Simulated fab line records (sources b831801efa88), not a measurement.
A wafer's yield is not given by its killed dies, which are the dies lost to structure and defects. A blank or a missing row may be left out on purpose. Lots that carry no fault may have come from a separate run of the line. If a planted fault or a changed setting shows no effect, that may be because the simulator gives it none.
Which tool is to blame? | flow sky130 | 12 lots with 36 wafers sampled at 6 steps, on a route of 708 steps

## WHAT THE GAUGES READ, wafer by wafer
SKY_SONOS_TUNNEL_TW_MEAS_12. Usual: for SONOS_TUNNEL_TW the level is 196.2 and the standard deviation is 2.5.
lot  | measured     | on            | SONOS_TUNNEL_TW   | flag
L124 | day 11 01:22 | film_metro-02 | 196.6 197.9 196.9 |
L129 | day 12 16:08 | film_metro-01 | 193.9 194.6 193.3 |
L133 | day 15 01:14 | film_metro-02 | 196.1 195.7 197.5 |
L132 | day 15 01:34 | film_metro-01 | 193.8 192.7 192.6 |
L136 | day 15 11:43 | film_metro-03 | 198.8 198.6 200.4 |
L139 | day 16 19:20 | film_metro-03 | 200.4 198.7 199.0 |
L141 | day 17 04:41 | film_metro-01 | 192.7 192.0 192.5 |
L143 | day 17 13:20 | film_metro-01 | 192.5 192.6 194.1 |
L144 | day 18 05:19 | film_metro-01 | 195.1 193.8 193.7 |
L145 | day 18 13:15 | film_metro-02 | 195.7 196.2 197.1 |
L146 | day 18 18:26 | film_metro-02 | 197.0 196.8 198.0 |
L147 | day 18 20:10 | film_metro-01 | 193.4 193.0 193.3 |

SKY_SPACER_THK_MEAS_01. Usual: for SPACER_CVD_00_THK the level is 42.9 nm and the standard deviation is 0.34.
lot  | measured     | on            | SPACER_CVD_00_THK (nm) | flag
L124 | day 23 15:32 | film_metro-04 | 42.6 42.5 42.2         |
L129 | day 24 19:41 | film_metro-04 | 42.4 42.3 42.6         |
L133 | day 27 01:37 | film_metro-02 | 42.9 42.8 43.2         |
L132 | day 27 05:06 | film_metro-04 | 42.8 43.2 43.3         |
L136 | day 27 09:47 | film_metro-04 | 43.3 43.2 43.5         |
L139 | day 28 17:30 | film_metro-04 | 42.9 42.7 42.8         |
L141 | day 29 02:31 | film_metro-04 | 42.6 43.0 43.0         |
L143 | day 29 14:25 | film_metro-02 | 43.3 43.2 43.0         |
L144 | day 29 23:29 | film_metro-04 | 43.1 43.0 42.8         |
L145 | day 30 09:53 | film_metro-04 | 42.9 42.7 42.9         |
L146 | day 30 18:23 | film_metro-02 | 42.7 43.2 43.2         |
L147 | day 30 16:44 | film_metro-02 | 42.5 42.6 42.4         |

SKY_RES_XHIGH_TW_MEAS_09. Usual: for RES_XHIGH_TW the level is 1628 and the standard deviation is 19.
lot  | measured     | on            | RES_XHIGH_TW   | flag
L124 | day 27 07:09 | film_metro-01 | 1617 1605 1610 |
L129 | day 28 10:43 | film_metro-04 | 1650 1644 1652 |
L133 | day 30 15:20 | film_metro-04 | 1647 1647 1655 |
L132 | day 30 18:10 | film_metro-01 | 1623 1614 1481 |
L136 | day 30 23:43 | film_metro-01 | 1604 1489 1621 |
L139 | day 32 05:56 | film_metro-02 | 1633 1635 1633 |
L141 | day 32 14:03 | film_metro-04 | 1649 1661 1655 |
L143 | day 33 02:31 | film_metro-01 | 1602 1594 1610 |
L144 | day 33 10:46 | film_metro-02 | 1638 1638 1631 |
L145 | day 33 21:07 | film_metro-01 | 1593 1606 1605 |
L146 | day 34 05:32 | film_metro-02 | 1626 1637 1632 |
L147 | day 34 04:19 | film_metro-01 | 1606 1608 1604 |

SKY_SD_N_RS_MEAS_18: a four-point-probe measurement. Usual: for RES_XHIGH_RS the level is 333.2 ohm/sq and the standard deviation is 1.1.
lot  | measured     | on            | RES_XHIGH_RS (ohm/sq) | flag
L124 | day 28 13:26 | film_metro-02 | 332.3 330.7 333.6     |
L129 | day 29 15:37 | film_metro-02 | 333.8 333.6 334.0     |
L133 | day 31 18:49 | film_metro-04 | 333.6 333.2 333.2     |
L132 | day 31 22:31 | film_metro-02 | 333.5 333.0 421.7     | OFF
L136 | day 32 04:58 | film_metro-04 | 332.8 417.1 333.4     | OFF
L139 | day 33 10:37 | film_metro-01 | 333.1 334.6 333.4     |
L141 | day 33 17:29 | film_metro-04 | 333.1 332.4 332.9     |
L143 | day 34 06:12 | film_metro-02 | 333.8 333.4 333.0     |
L144 | day 34 15:10 | film_metro-04 | 333.1 333.6 334.3     |
L145 | day 35 00:26 | film_metro-04 | 332.9 332.7 332.8     |
L146 | day 35 08:45 | film_metro-04 | 333.0 332.5 332.5     |
L147 | day 35 07:01 | film_metro-04 | 333.9 334.2 334.6     |

## WHICH TOOL RAN EACH LOT (tool, then ch and the chambers of the sampled wafers, then the start)
lot  | SKY_POLY_GATE_ETCH_16              | SKY_RES_XHIGH_IMPLANT_07
L124 | rie_diel-02 ch 0,1,2, day 16 20:41 | implanter-03 ch 0, day 27 06:53
L129 | rie_diel-02 ch 1,2,3, day 18 03:19 | implanter-03 ch 0, day 28 10:28
L133 | rie_diel-03 ch 2,3, day 20 15:04   | implanter-01 ch 0, day 30 15:05
L132 | rie_diel-03 ch 0,1,2, day 20 18:16 | implanter-03 ch 0, day 30 17:57
L136 | rie_diel-02 ch 0,3, day 20 23:41   | implanter-03 ch 0, day 30 23:26
L139 | rie_diel-03 ch 0,1,3, day 22 12:16 | implanter-01 ch 0, day 32 05:43
L141 | rie_diel-03 ch 0,1,3, day 22 19:10 | implanter-01 ch 0, day 32 13:48
L143 | rie_diel-01 ch 0,3, day 23 05:29   | implanter-02 ch 0, day 33 02:17
L144 | rie_diel-03 ch 0,2,3, day 23 19:25 | implanter-03 ch 0, day 33 10:31
L145 | rie_diel-03 ch 0,2, day 24 04:17   | implanter-02 ch 0, day 33 20:53
L146 | rie_diel-01 ch 2,3, day 24 10:44   | implanter-03 ch 0, day 34 05:19
L147 | rie_diel-03 ch 2,3, day 24 11:53   | implanter-01 ch 0, day 34 04:04
- SKY_POLY_GATE_ETCH_16: etches Si3N4 in CH3F/O2, stops on poly-Si, time 147.5 s, target depth 75 nm.
- SKY_RES_XHIGH_IMPLANT_07

## AS READ BY THE TOOLS THEMSELVES (means over the sampled wafers that have a number; for cases with no such wafer, the mark the record gives instead)
SKY_POLY_GATE_ETCH_16. Usual: ch3f_flow_sccm 39.98 sccm, standard deviation 0.13; drypump_motor_current_A 5.7 A, standard deviation 0.53; oes_product_au 0.641 a.u., standard deviation 0.0047; throttle_valve_pct 10.536 %, standard deviation 0.0086.
lot  | tool        | ch3f_flow_sccm (sccm) | drypump_motor_current_A (A) | oes_product_au (a.u.) | throttle_valve_pct (%) | flag
L124 | rie_diel-02 | 40.06                 | 5.5                         | 0.647                 | 10.528                 |
L129 | rie_diel-02 | 39.95                 | 5.4                         | 0.640                 | 10.535                 |
L133 | rie_diel-03 | 39.87                 | 5.4                         | 0.643                 | 10.536                 |
L132 | rie_diel-03 | 39.92                 | 5.5                         | 0.641                 | 10.543                 |
L136 | rie_diel-02 | 39.92                 | 5.3                         | 0.641                 | 10.535                 |
L139 | rie_diel-03 | 40.03                 | 5.9                         | 0.639                 | 10.532                 |
L141 | rie_diel-03 | 39.95                 | 5.9                         | 0.637                 | 10.539                 |
L143 | rie_diel-01 | 40.01                 | 5.4                         | 0.640                 | 10.539                 |
L144 | rie_diel-03 | 39.97                 | 5.6                         | 0.642                 | 10.540                 |
L145 | rie_diel-03 | 39.95                 | 5.2                         | 0.644                 | 10.539                 |
L146 | rie_diel-01 | 40.13                 | 5.4                         | 0.643                 | 10.543                 |
L147 | rie_diel-03 | 39.96                 | 5.9                         | 0.639                 | 10.538                 |

SKY_RES_XHIGH_IMPLANT_07. Usual: beam_on_s 42.0 s, standard deviation 0.89.
lot  | tool         | beam_on_s (s) | flag
L124 | implanter-03 | 41.3          |
L129 | implanter-03 | 40.6          |
L133 | implanter-01 | 42.7          |
L132 | implanter-03 | 41.4          |
L136 | implanter-03 | 42.1          |
L139 | implanter-01 | 42.7          |
L141 | implanter-01 | 42.4          |
L143 | implanter-02 | 42.7          |
L144 | implanter-03 | 42.1          |
L145 | implanter-02 | 42.1          |
L146 | implanter-03 | 41.8          |
L147 | implanter-01 | 42.3          |

## THE ANSWER, worked out from the rows above alone
Rule: lot off if the mean of its wafers having a number is beyond 3 standard deviations from the usual mean. A lot without any number at a reading at which 4 lots or more have one is off too. The other lots that the step has rows for count as sound. First the gauges in route order, then the tools' own readings, where a lot's mean is used as printed above. The first step at which some lot is off is used, and at that step the reading that is off furthest; a lot without a number counts as furthest.
Off: L132, L136, at SKY_SD_N_RS_MEAS_18 (RES_XHIGH_RS).
If a tool, at a process step before that reading, ran all the lots that are off and no sound lot after the first of them, it fits. Those tools and the gauges at SKY_SD_N_RS_MEAS_18 are tried in the same way. Of those tried, none fits.

## WHAT HAD BEEN PUT IN BY THE SIMULATOR
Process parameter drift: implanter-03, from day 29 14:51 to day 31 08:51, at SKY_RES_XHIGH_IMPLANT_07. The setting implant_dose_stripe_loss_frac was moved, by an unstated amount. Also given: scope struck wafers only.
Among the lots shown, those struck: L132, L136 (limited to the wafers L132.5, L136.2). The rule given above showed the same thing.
